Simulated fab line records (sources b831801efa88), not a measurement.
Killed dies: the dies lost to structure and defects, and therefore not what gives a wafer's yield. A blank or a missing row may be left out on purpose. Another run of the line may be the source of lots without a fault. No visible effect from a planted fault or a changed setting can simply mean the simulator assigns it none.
2 desks, one fault || flow sky130 || each desk holds nothing but its own numbers, with what lay behind them at the end

== FROM THE METROLOGY DESK ==
What the gauges read for every lot (on any tool): the sampled wafers with a number, averaged. A lot is out of limits, marked OUT, if its mean lies more than 4 standard deviations from the usual mean; the brackets give that distance.
Columns: A = POLY_GATE_TW at SKY_RES_PROTECT_TW_MEAS_08, usual 4064; B = cdNm at SKY_POLY_GATE_CD_MEAS_13, usual 149.7 nm; C = LDD_HVN_TW at SKY_LDD_HVN_TW_MEAS_10, usual 1460
{"lot": "L597", "first seen here": "day 15 20:02", "A": 4056, "B": 148.8, "C": 1455}
{"lot": "L599", "first seen here": "day 16 09:46", "A": 4098, "B": 149.6, "C": 1460}
{"lot": "L600", "first seen here": "day 17 03:49", "A": 4066, "B": 150.0, "C": 1455}
{"lot": "L601", "first seen here": "day 17 10:34", "A": 4065, "B": 150.7, "C": 1464}
{"lot": "L602", "first seen here": "day 17 18:31", "A": 4022, "B": 147.7, "C": 1468}
{"lot": "L603", "first seen here": "day 18 09:08", "A": 4051, "B": 150.7, "C": 1458}
{"lot": "L605", "first seen here": "day 18 19:07", "A": 4035, "B": 150.0, "C": 1451}
{"lot": "L607", "first seen here": "day 19 16:01", "A": 4071, "B": 149.9, "C": 1466}
{"lot": "L606", "first seen here": "day 19 16:19", "A": 4036, "B": 149.4, "C": 1456}
{"lot": "L614", "first seen here": "day 22 07:20", "A": 4080, "B": 151.7, "C": 1469}
{"lot": "L616", "first seen here": "day 23 02:59", "A": 4055, "B": 152.6, "C": 1463}
{"lot": "L618", "first seen here": "day 23 20:24", "A": 4077, "B": 149.7, "C": 1453}
This desk's finding: nothing out of limits on any of the 12 lots.

== TOOL OWNER'S DESK, implanter-04 ==
The tool's own readings at SKY_LDD_N_IMPLANT_09: means of the sampled wafers that have a number, for each lot that ran on this tool. A lot is out of limits, marked OUT, if its mean lies more than 4 standard deviations from the usual mean; the brackets give that distance.
Columns: A = doseIonsCm2 at SKY_LDD_N_IMPLANT_09, usual 7.499e+13; B = faradayCurrentUA at SKY_LDD_N_IMPLANT_09, usual 423
{"lot": "L597", "first seen here": "day 18 11:04", "A": 7.499e+13, "B": 426}
{"lot": "L601", "first seen here": "day 20 08:40", "A": 7.493e+13, "B": 423}
{"lot": "L602", "first seen here": "day 20 16:19", "A": 7.500e+13, "B": 422}
{"lot": "L605", "first seen here": "day 21 12:54", "A": "6.398e+13 (-99 or more) OUT", "B": "355 (-7.6) OUT"}
{"lot": "L607", "first seen here": "day 22 07:52", "A": "6.401e+13 (-99 or more) OUT", "B": "349 (-8.3) OUT"}
{"lot": "L616", "first seen here": "day 25 17:55", "A": 7.507e+13, "B": 428}
{"lot": "L618", "first seen here": "day 26 12:06", "A": 7.502e+13, "B": 438}
This desk finds L605, L607 out of limits, L605 being first, at day 21 12:54 (doseIonsCm2 at SKY_LDD_N_IMPLANT_09). In limits: L597, L601, L602, L616, L618.

== PUT TOGETHER ==
At day 21 12:54, on L605, L607, the tool owner's desk was in a position to raise an alarm.
At the metrology desk, nothing out of limits was observed.
The metrology desk has L605, L607 on record, within its limits.
Of the lots named, all ran SKY_LDD_N_IMPLANT_09 on implanter-04.

== WHAT THE SIMULATOR PUT IN ==
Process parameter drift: implanter-04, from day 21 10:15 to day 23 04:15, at SKY_LDD_N_IMPLANT_09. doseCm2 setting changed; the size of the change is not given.
Struck lots among those shown: L605, L607.
Hours from the fault's start to each desk's first reading out of limits: the tool owner's desk, 3.
